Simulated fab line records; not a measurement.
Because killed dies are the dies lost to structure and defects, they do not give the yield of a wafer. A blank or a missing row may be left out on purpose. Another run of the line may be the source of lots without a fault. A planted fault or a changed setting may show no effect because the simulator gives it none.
Matching of chambers || flow sky130 || rie diel-01 running SKY_VIA1_ETCH_15: 4 sister chambers
The step etches SiO2 in C4F8/O2/Ar, stops on TiN, target depth 351 nm, time 54 s. 4 wafers are shown with their chamber, then 12 later ones without.

== EACH WAFER AND ITS CHAMBER ==
{"wafer": "L091.6", "chamber": 3, "oes product au (a.u.)": 0.981}
{"wafer": "L092.1", "chamber": 1, "oes product au (a.u.)": 0.985}
{"wafer": "L092.2", "chamber": 0, "oes product au (a.u.)": 0.977}
{"wafer": "L092.4", "chamber": 2, "oes product au (a.u.)": 0.980}

== WAFERS WHOSE CHAMBER IS MISSING ==
{"wafer": "L094.2", "oes product au (a.u.)": 0.992}
{"wafer": "L094.3", "oes product au (a.u.)": 0.979}
{"wafer": "L094.5", "oes product au (a.u.)": 0.982}
{"wafer": "L093.1", "oes product au (a.u.)": 0.973}
{"wafer": "L093.2", "oes product au (a.u.)": 0.982}
{"wafer": "L093.6", "oes product au (a.u.)": 0.973}
{"wafer": "L095.1", "oes product au (a.u.)": 0.977}
{"wafer": "L095.3", "oes product au (a.u.)": 0.974}
{"wafer": "L095.5", "oes product au (a.u.)": 0.982}
{"wafer": "L096.1", "oes product au (a.u.)": 0.974}
{"wafer": "L096.5", "oes product au (a.u.)": 0.981}
{"wafer": "L096.6", "oes product au (a.u.)": 0.983}

== WHICH CHAMBER EACH WENT THROUGH ==
{"wafer": "L094.2", "from the rows above": "can't be placed: 1 or 3 or 2", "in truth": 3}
{"wafer": "L094.3", "from the rows above": "can't be placed: 2 or 0 or 3 or 1", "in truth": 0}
{"wafer": "L094.5", "from the rows above": "can't be placed: 3 or 2 or 1 or 0", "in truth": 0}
{"wafer": "L093.1", "from the rows above": "can't be placed: 0 or 2 or 3", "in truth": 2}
{"wafer": "L093.2", "from the rows above": "can't be placed: 3 or 2 or 1 or 0", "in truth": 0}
{"wafer": "L093.6", "from the rows above": "can't be placed: 0 or 2 or 3", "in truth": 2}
{"wafer": "L095.1", "from the rows above": "can't be placed: 0 or 2 or 3", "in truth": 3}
{"wafer": "L095.3", "from the rows above": "can't be placed: 0 or 2 or 3", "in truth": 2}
{"wafer": "L095.5", "from the rows above": "can't be placed: 3 or 2 or 1 or 0", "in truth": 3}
{"wafer": "L096.1", "from the rows above": "can't be placed: 0 or 2 or 3", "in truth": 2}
{"wafer": "L096.5", "from the rows above": "can't be placed: 3 or 2 or 0 or 1", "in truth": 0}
{"wafer": "L096.6", "from the rows above": "can't be placed: 1 or 3 or 2 or 0", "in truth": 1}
0 of 12 placed correctly. Unplaceable from these rows: 12, with the true chamber sitting among the candidates in 12. Placed wrongly: 0.
How it was worked out, from the rows above alone: a wafer's distance from a chamber is the root of the sum, over the readings, of the square of ((its reading less the chamber's mean) divided by the reading's scatter). If the next closest chamber is less than 2 further off than the closest, the wafer can't be placed; otherwise it belongs to the closest. Each chamber's mean is taken over the wafers shown for it. The scatter (one wafer shown for each chamber): square how far every hidden wafer sits from the nearest shown wafer, average those squares and take the square root.
